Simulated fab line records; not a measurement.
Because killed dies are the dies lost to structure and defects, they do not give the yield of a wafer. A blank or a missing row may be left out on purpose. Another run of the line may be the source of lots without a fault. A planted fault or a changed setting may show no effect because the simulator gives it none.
Which of the tools did it? :: flow sky130 :: 14 lots, 42 wafers sampled, at 1 step of a route of 708

## WHAT EACH GAUGE READ, for each wafer
Not one reading of a measure or inspect step in the record can be checked against a usual standard deviation.

## TOOL THAT RAN EACH LOT (tool first, then ch and the chambers of the sampled wafers, then the start)
lot: L558
SKY_CONTACT_ETCH_18: rie diel-02 ch 1,2,3, day 32 10:00

lot: L559
SKY_CONTACT_ETCH_18: rie diel-04 ch 0,1, day 32 16:00

lot: L560
SKY_CONTACT_ETCH_18: rie diel-04 ch 0,1,3, day 32 20:00

lot: L561
SKY_CONTACT_ETCH_18: rie diel-04 ch 0,1,3, day 33 04:00

lot: L562
SKY_CONTACT_ETCH_18: rie diel-02 ch 2,3, day 33 09:00

lot: L563
SKY_CONTACT_ETCH_18: rie diel-03 ch 0,1,2, day 34 13:00

lot: L564
SKY_CONTACT_ETCH_18: rie diel-04 ch 0,1, day 34 15:00

lot: L565
SKY_CONTACT_ETCH_18: rie diel-03 ch 0,1,2, day 34 18:00

lot: L567
SKY_CONTACT_ETCH_18: rie diel-04 ch 2,3, day 35 00:00

lot: L571
SKY_CONTACT_ETCH_18: rie diel-02 ch 0,1,3, day 36 12:00

lot: L574
SKY_CONTACT_ETCH_18: rie diel-02 ch 2,3, day 37 03:00

lot: L575
SKY_CONTACT_ETCH_18: rie diel-02 ch 0,1,2, day 37 13:00

lot: L578
SKY_CONTACT_ETCH_18: rie diel-04 ch 0,1, day 38 20:00

lot: L579
SKY_CONTACT_ETCH_18: rie diel-03 ch 0,2,3, day 38 22:00
- SKY_CONTACT_ETCH_18: etches Si3N4 in CHF3/O2, stops on TiN, time 39 s, target depth 75 nm.

## WHAT THE TOOLS THEMSELVES READ (means of the sampled wafers that have a number; where no wafer has one, the mark that the record gives instead)
SKY_CONTACT_ETCH_18. Usual: chf3 flow sccm 50.03 sccm, standard deviation 0.16; drypump motor current A 5.6 A, standard deviation 0.39; oes product au 0.859 a.u., standard deviation 0.0084; rf fwd power W 593.3 W, standard deviation 2.5; throttle valve pct 8.794 %, standard deviation 0.0094.
lot: L558
tool: rie diel-02
chf3 flow sccm (sccm): 50.22
drypump motor current A (A): 5.6
oes product au (a.u.): 0.857
rf fwd power W (W): 593.9
throttle valve pct (%): 8.783
flag: 

lot: L559
tool: rie diel-04
chf3 flow sccm (sccm): 50.07
drypump motor current A (A): 5.5
oes product au (a.u.): 0.857
rf fwd power W (W): 595.1
throttle valve pct (%): 8.796
flag: 

lot: L560
tool: rie diel-04
chf3 flow sccm (sccm): 50.00
drypump motor current A (A): 5.7
oes product au (a.u.): 0.856
rf fwd power W (W): 594.8
throttle valve pct (%): 8.795
flag: 

lot: L561
tool: rie diel-04
chf3 flow sccm (sccm): 50.00
drypump motor current A (A): 5.7
oes product au (a.u.): 0.861
rf fwd power W (W): 593.8
throttle valve pct (%): 8.799
flag: 

lot: L562
tool: rie diel-02
chf3 flow sccm (sccm): 50.02
drypump motor current A (A): 5.7
oes product au (a.u.): 0.856
rf fwd power W (W): 595.4
throttle valve pct (%): 8.792
flag: 

lot: L563
tool: rie diel-03
chf3 flow sccm (sccm): 50.04
drypump motor current A (A): 5.3
oes product au (a.u.): 0.863
rf fwd power W (W): 591.3
throttle valve pct (%): 8.800
flag: 

lot: L564
tool: rie diel-04
chf3 flow sccm (sccm): 49.92
drypump motor current A (A): 5.6
oes product au (a.u.): 0.852
rf fwd power W (W): 594.3
throttle valve pct (%): 8.806
flag: 

lot: L565
tool: rie diel-03
chf3 flow sccm (sccm): 50.03
drypump motor current A (A): 5.4
oes product au (a.u.): 0.867
rf fwd power W (W): 593.0
throttle valve pct (%): 8.794
flag: 

lot: L567
tool: rie diel-04
chf3 flow sccm (sccm): 50.12
drypump motor current A (A): 5.7
oes product au (a.u.): 0.857
rf fwd power W (W): 591.8
throttle valve pct (%): 8.792
flag: 

lot: L571
tool: rie diel-02
chf3 flow sccm (sccm): 49.95
drypump motor current A (A): 5.3
oes product au (a.u.): 0.855
rf fwd power W (W): 592.4
throttle valve pct (%): 8.810
flag: 

lot: L574
tool: rie diel-02
chf3 flow sccm (sccm): 50.03
drypump motor current A (A): 5.7
oes product au (a.u.): 0.872
rf fwd power W (W): 528.2
throttle valve pct (%): 8.791
flag: OFF

lot: L575
tool: rie diel-02
chf3 flow sccm (sccm): 50.11
drypump motor current A (A): 5.6
oes product au (a.u.): 0.864
rf fwd power W (W): 562.6
throttle valve pct (%): 8.788
flag: OFF

lot: L578
tool: rie diel-04
chf3 flow sccm (sccm): 50.11
drypump motor current A (A): 5.4
oes product au (a.u.): 0.856
rf fwd power W (W): 593.1
throttle valve pct (%): 8.793
flag: 

lot: L579
tool: rie diel-03
chf3 flow sccm (sccm): 49.97
drypump motor current A (A): 5.9
oes product au (a.u.): 0.854
rf fwd power W (W): 591.8
throttle valve pct (%): 8.788
flag: 

## THE ANSWER, worked out from the rows above alone
Rule: take the mean of a lot's wafers that have a number; if it is more than 3 standard deviations from the usual mean, the lot is off. A lot without any number at a reading at which 4 lots or more have one is off too. Where the step has rows for the other lots, those lots are counted as sound. Order of review: gauges by route order, followed by the tools' own readings, for which a lot's mean as printed above is used. At the first step where some lot is off, the reading lying furthest off is the one used; lots without a number count as furthest.
Off: L574, L575 (SKY_CONTACT_ETCH_18, rf fwd power W).
A tool fits if, at that step or a process step before it, it ran every lot that is off, and no sound lot after the first of them. One fits: rie diel-02 at SKY_CONTACT_ETCH_18. Its last sound lot is L571 (day 36 12:00), its first lot that is off L574 (day 37 03:00): a fault that began between those two fits.
On the lots that are off, the tool's own readings at SKY_CONTACT_ETCH_18 differ by more than 5 times the standard deviation of the sound lots' means, which bears it out; rf fwd power W reads 545.4 W there versus 593.4 W on the sound lots.

## WHAT THE SIMULATOR HAD INSERTED
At SKY_CONTACT_ETCH_18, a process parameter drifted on rie diel-02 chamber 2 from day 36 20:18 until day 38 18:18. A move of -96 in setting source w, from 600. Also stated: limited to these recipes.
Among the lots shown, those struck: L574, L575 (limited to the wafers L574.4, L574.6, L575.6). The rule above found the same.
